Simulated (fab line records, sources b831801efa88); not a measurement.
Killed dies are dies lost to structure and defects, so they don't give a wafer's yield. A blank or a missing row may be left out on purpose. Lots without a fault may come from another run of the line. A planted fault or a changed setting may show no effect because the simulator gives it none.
fab line records | flow sky130
record lots=13 wafers=39 last_day=50
route steps=708 shown SONOS_TUNNEL@165 METAL4@632 VIA4@652 PAD_OPEN@708
lots that met no fault: from a run of the same line without faults
start_h: hours from the record's first day to the start of the lot's first wafer shown | wait_h: hours since the lot's step before | " the same as in the row above | L1.1+2: a row that stands for several wafers | - no value, or no start given | * or withheld: withheld | < > ~ a bound
route shown NAME@n: a module of which the file shows steps, and the number in the route of the first | usual: mean/standard deviation of fault-free wafers | same: alike in all rows | chamber/n: place in a boat | sites: the reading at each site | _std_site: their standard deviation | _edge_site: outer sites' mean less inner sites' | radius_mm: how far each site lies from the wafer's centre | mask NAME#n: copy n | behind: the tool/chamber that last shaped the wafer | hold: why the lot was held/for how many hours/how that ended | device: the transistor (n, p or np) that didn't switch | end of line: the same wafers' tests at the end of the route | a step without rows: its recipe alone | killed: dies lost to structure and defects at the first sort, not the wafer's yield | map: a wafer's dies, x killed, . not, _ none there
set.NAME: the setting as run; set.NAME@STEP: as run at that earlier step | model.NAME: the simulator's own value behind a step, which no gauge read
steps of the route over a sample of lots; a table a step, a row a wafer
services: from which hour (start_h, from the record's first day; less than 0 if before it) a tool's chamber was out of use, for how many hours, and why
## steps
# step SKY_SONOS_TUNNEL_STRIP_11
# recipe chemistry=SPM time_s=600 temp_c=130
# columns lot.wafer tool chamber start_h wait_h
L620.1+3+6 wet_bench-04 2 253.21 0.0
L621.2+5+6 wet_bench-01 2 258.71 0.0
L622.2+3+4 wet_bench-01 3 266.56 0.0
L624.2+3+6 wet_bench-04 3 279.56 0.0
L625.1+3+5 wet_bench-02 3 288.61 0.0
L627.2+4+5 wet_bench-01 1 309.35 0.0
L628.2+3+6 wet_bench-02 1 313.32 0.0
L629.2+5+6 wet_bench-04 0 320.61 0.0
L630.1+2+3 wet_bench-04 2 329.44 0.0
L631.3+5+6 wet_bench-02 3 335.26 0.0
L635.1+2+5 wet_bench-02 0 365.04 0.0
L639.3+4+6 wet_bench-02 2 401.99 0.0
L643.1+2+6 wet_bench-01 3 436.21 0.0
# step SKY_METAL4_ETCH_16
# recipe chemistry=N2/H2 target=BARC ion_energy_ev=200 bias_w=101.4 pressure_mtorr=30 n2_flow_sccm=100 h2_flow_sccm=200 icp_w=500 stop_on=SiO2 time_s=88.2 target_depth_a=600
# usual drypump_motor_current_A=5.9/0.36 oes_product_au=0.625/0.0042 throttle_valve_pct=13.205/0.0093
# columns lot.wafer tool chamber start_h wait_h drypump_motor_current_A oes_product_au rf_hours_counter_h throttle_valve_pct
L620.1 rie_metal-03 0 992.00 0.0 5.7 0.626 9 13.220
L620.3 " 1 " " 6.1 0.624 - 13.203
L620.6 " 1 " " 6.1 0.630 - 13.201
L621.2 rie_metal-03 0 992.65 0.0 5.7 0.628 9 13.210
L621.5 " 1 " " 6.2 0.621 - 13.204
L621.6 " 0 " " 5.7 0.620 - 13.213
L622.2 rie_metal-04 1 1003.00 0.0 5.6 0.622 15 13.196
L622.3 " 1 " " 5.6 0.628 - 13.205
L622.4 " 0 " " 6.1 0.622 - 13.202
L624.2 rie_metal-01 0 1012.65 0.0 6.6 0.623 11 13.193
L624.3 " 1 " " 5.4 0.625 - 13.193
L624.6 " 1 " " 5.3 0.622 - 13.203
L625.1 rie_metal-03 1 1022.40 0.0 6.1 0.624 5 13.211
L625.3 " 0 " " 5.7 0.632 - 13.194
L625.5 " 1 " " 6.1 0.624 - 13.183
L627.2 rie_metal-03 1 1040.74 0.0 6.1 0.622 6 13.208
L627.4 " 1 " " 6.1 0.624 - 13.211
L627.5 " 1 " " 6.1 0.625 - 13.199
L628.2 rie_metal-03 0 1041.35 0.0 5.7 0.624 13 13.214
L628.3 " 1 " " 6.1 0.622 - 13.213
L628.6 " 0 " " 5.7 0.615 - 13.201
L629.2 rie_metal-03 1 1045.58 0.0 6.1 0.621 6 13.215
L629.5 " 0 " " 5.7 0.627 - 13.201
L629.6 " 1 " " 6.1 0.628 - 13.196
L630.1 rie_metal-03 1 1056.89 0.0 6.1 0.623 6 13.214
L630.2 " 0 " " 5.7 0.627 13 13.202
L630.3 " 1 " " 6.1 0.627 - 13.192
L631.3 rie_metal-03 0 1065.02 0.0 5.7 0.627 - 13.213
L631.5 " 0 " " 5.7 0.627 - 13.214
L631.6 " 1 " " 6.2 0.632 - 13.217
L635.1 rie_metal-04 0 1088.45 0.0 6.1 0.618 19 13.202
L635.2 " 1 " " 5.6 0.625 21 13.211
L635.5 " 0 " " 6.1 0.631 - 13.214
L639.3 rie_metal-01 1 1111.09 0.0 5.3 0.621 - 13.217
L639.4 " 0 " " 6.5 0.629 - 13.206
L639.6 " 0 " " 6.6 0.630 - 13.214
L643.1 rie_metal-04 1 1132.78 0.0 5.6 0.642 24 13.208
L643.2 " 0 " " 6.1 0.621 22 13.198
L643.6 " 1 " " 5.6 0.628 - 13.190
# step SKY_VIA4_STRIP_13
# recipe chemistry=O2/N2 power_w=1400 pressure_mtorr=1500 platen_temp_c=withheld o2_flow_sccm=3000 n2_flow_sccm=300 overash_fraction=0.5
# usual drypump_motor_current_A=5.7/0.43 oes_product_au=0.709/0.0045 strip_time_to_endpoint_s=12.798/0.026
# columns lot.wafer tool chamber start_h wait_h drypump_motor_current_A oes_product_au rf_hours_counter_h strip_time_to_endpoint_s
L620.1 plasma_asher-02 0 1017.22 - 5.8 0.710 61 12.818
L620.3 " 0 " " 5.9 0.703 - 12.832
L620.6 " 0 " " 5.8 0.717 - 12.802
L621.2 plasma_asher-03 0 1017.37 - 5.6 0.701 117 12.783
L621.5 " 1 " " 5.9 0.714 - 12.790
L621.6 " 0 " " 5.6 0.712 - 12.798
L622.2 plasma_asher-04 1 1027.72 - 6.0 0.703 27 12.813
L622.3 " 1 " " 6.0 0.714 - 12.785
L622.4 " 0 " " 6.1 0.706 - 12.802
L624.2 plasma_asher-03 1 1034.77 - 5.9 0.706 119 12.816
L624.3 " 0 " " 5.6 0.707 - 12.785
L624.6 " 1 " " 6.0 0.711 - 12.769
L625.1 plasma_asher-02 1 1044.52 - 4.9 0.709 63 12.804
L625.3 " 0 " " 5.9 0.700 - 12.798
L625.5 " 1 " " 4.9 0.710 - 12.809
L627.2 plasma_asher-04 0 1064.58 - 6.1 0.706 30 12.742
L627.4 " 1 " " 6.0 0.717 - 12.788
L627.5 " 0 " " 6.1 0.702 - 12.775
L628.2 plasma_asher-02 0 1065.23 - 5.8 0.712 65 12.807
L628.3 " 1 " " 4.9 0.709 - 12.834
L628.6 " 1 " " 4.9 0.709 - 12.808
L629.2 plasma_asher-03 1 1068.68 - 6.0 0.713 1 12.771
L629.5 " 1 " " 6.0 0.703 - 12.858
L629.6 " 0 " " 5.6 0.709 - 12.818
L630.1 plasma_asher-02 0 1077.08 - 5.9 0.715 67 12.768
L630.2 " 1 " " 4.9 0.714 67 12.812
L630.3 " 1 " " 5.0 0.709 - 12.801
L631.3 plasma_asher-02 0 1087.86 - 5.9 0.706 - 12.818
L631.5 " 0 " " 5.9 0.708 - 12.777
L631.6 " 1 " " 4.9 0.704 - 12.822
L635.1 plasma_asher-03 0 1110.67 - 5.6 0.711 4 12.788
L635.2 " 1 " " 5.9 0.710 4 12.832
L635.5 " 1 " " 5.9 0.710 - 12.782
L639.3 plasma_asher-04 1 1132.76 - 6.0 0.705 - 12.822
L639.4 " 0 " " 6.1 0.707 - 12.769
L639.6 " 1 " " 6.0 0.707 - 12.803
L643.1 plasma_asher-03 0 1153.67 - 5.6 0.709 8 12.806
L643.2 " 1 " " 6.0 0.716 8 12.773
L643.6 " 1 " " 6.0 0.717 - 12.772
# step SKY_VIA4_RS_MEAS_19
# recipe thk_meas_gauge=four-point-probe reads=W_of_VIA4_CVD_18+TiN_of_VIA4_SPUTTER_17
# usual VIA4_W_RS=0.2266/0.0024
# columns lot.wafer tool chamber start_h wait_h VIA4_W_RS[ohm/sq]
L620.1 film_metro-02 - 1018.03 0.1 0.2274
L620.3 " - " " 0.2312
L620.6 " - " " 0.2319
L621.2 film_metro-04 - 1018.32 0.1 0.2261
L621.5 " - " " 0.2299
L621.6 " - " " 0.2305
L622.2 film_metro-04 - 1028.55 0.1 0.2244
L622.3 " - " " 0.2271
L622.4 " - " " 0.2292
L624.2 film_metro-03 - 1035.60 0.1 0.2262
L624.3 " - " " 0.2291
L624.6 " - " " 0.2271
L625.1 film_metro-04 - 1045.33 0.1 0.2261
L625.3 " - " " 0.2274
L625.5 " - " " 0.2229
L627.2 film_metro-04 - 1065.40 0.1 0.2253
L627.4 " - " " 0.2275
L627.5 " - " " 0.2283
L628.2 film_metro-02 - 1066.07 0.1 0.2258
L628.3 " - " " 0.2236
L628.6 " - " " 0.2295
L629.2 film_metro-04 - 1069.51 0.1 0.2253
L629.5 " - " " 0.2245
L629.6 " - " " 0.2280
L630.1 film_metro-04 - 1078.11 0.3 0.2290
L630.2 " - " " 0.2275
L630.3 " - " " 0.2279
L631.3 film_metro-04 - 1088.85 0.2 0.2222
L631.5 " - " " 0.2224
L631.6 " - " " 0.2234
L635.1 film_metro-02 - 1111.52 0.1 0.2298
L635.2 " - " " 0.2265
L635.5 " - " " 0.2271
L639.3 film_metro-03 - 1133.86 0.1 0.2251
L639.4 " - " " 0.2251
L639.6 " - " " 0.2262
L643.1 film_metro-04 - 1154.49 0.1 0.2278
L643.2 " - " " 0.2293
L643.6 " - " " 0.2288
# step SKY_PAD_OPEN_PROBE_99
# usual killed_at_M0_to_M3=43/5.9 killed_at_M4_up=2.9/1.5 killed_at_contacts=24/5 killed_at_front_end=15/4.8 killed_at_other=0.2/0.5 killed_dies=86/9.3 killed_open=47/7.1 killed_short=38/6.3
# same gross_dies=492 killed_at_back_side=0
# columns lot.wafer tool chamber start_h wait_h killed_at_M0_to_M3 killed_at_M4_up killed_at_contacts killed_at_front_end killed_at_other killed_dies killed_open killed_short
L639.3 prober-01 - 1193.62 0.2 28 2 17 58 0 105 40 26
L639.4 prober-01 - 1193.67 0.2 39 4 22 59 0 124 38 38
L639.6 prober-01 - 1193.77 0.2 59 3 28 57 0 147 52 54
# killed by level:class
L639.3 SONOS_TUNNEL:unspecified=39 LI_CONTACT:geometric_particle:open=8 VIA3:geometric_particle:open=8 POLY_GATE:geometric_particle:open=5 FIELD_ISO:geometric_particle:open=4 POLY_GATE:geometric_particle:short=3 LI_CONTACT:geometric_particle:short=3 CONTACT:geometric_particle:open=3
L639.4 SONOS_TUNNEL:unspecified=48 CONTACT:geometric_particle:open=9 VIA1:geometric_particle:open=7 LI_CONTACT:geometric_particle:short=5 VIA2:geometric_particle:open=5 VIA2:geometric_particle:short=5 POLY_GATE:geometric_particle:short=4 CONTACT:geometric_particle:short=4
L639.6 SONOS_TUNNEL:unspecified=41 VIA2:geometric_particle:open=10 CONTACT:geometric_particle:open=10 VIA1:geometric_particle:open=10 METAL2:geometric_particle:short=10 FIELD_ISO:geometric_particle:short=9 VIA3:geometric_particle:open=6 CONTACT:geometric_particle:short=5
## services
# columns tool chamber start_h hours kind
plasma_asher-03 - 243.60 2.8 pm
plasma_asher-03 - 286.62 5.5 repair
rie_metal-03 - 308.20 2.8 pm
wet_bench-02 - 344.75 1.9 pm
plasma_asher-03 - 353.31 1.8 repair
plasma_asher-03 - 357.79 8.6 repair
rie_metal-03 - 360.01 14.6 pm
wet_bench-02 - 382.62 2.3 repair
rie_metal-03 - 397.57 5.0 repair
plasma_asher-02 - 421.25 9.0 pm
rie_metal-03 - 492.33 11.0 repair
rie_metal-03 1 532.59 7.0 repair
plasma_asher-03 - 555.24 14.6 pm
rie_metal-03 - 631.86 3.9 repair
plasma_asher-03 - 666.57 2.0 repair
plasma_asher-03 - 686.33 1.7 repair
plasma_asher-02 - 698.16 0.6 repair
plasma_asher-02 - 701.27 4.0 pm
rie_metal-03 - 749.07 0.5 repair
plasma_asher-03 - 829.52 4.3 pm
rie_metal-03 0 836.06 42.8 repair
wet_bench-02 - 836.57 42.3 pm
rie_metal-03 - 907.84 0.2 repair
rie_metal-03 0 1134.59 5.6 repair
## key
first_sign step=SKY_PAD_OPEN_PROBE_99 reading=killed_at_front_end direction=up sigmas=8.9 usual=15 struck=58
effect step=SKY_PAD_OPEN_PROBE_99 reading=killed_dies direction=up sigmas=4.3 usual=86 struck=125
met_at SKY_SONOS_TUNNEL_STRIP_11
struck_lots L639
struck_wafers L639.3,L639.4,L639.6
tester_left_out L639
not_acting_at SKY_METAL4_ETCH_16,SKY_VIA4_STRIP_13,SKY_VIA4_RS_MEAS_19
fault kind=chamber_particle_source tool=wet_bench-02 chamber=2 onset_h=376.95 steps=SKY_SONOS_TUNNEL_STRIP_11 rate_per_visit_cm2=0.41781 end_h=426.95
# tester_left_out: of these lots the tester's yield and bins aren't shown, on N5 and GAA mostly nor the transistor test; their killed dies are dies lost to structure and defects alone, not to doping, threshold or leakage, so they don't give the yield
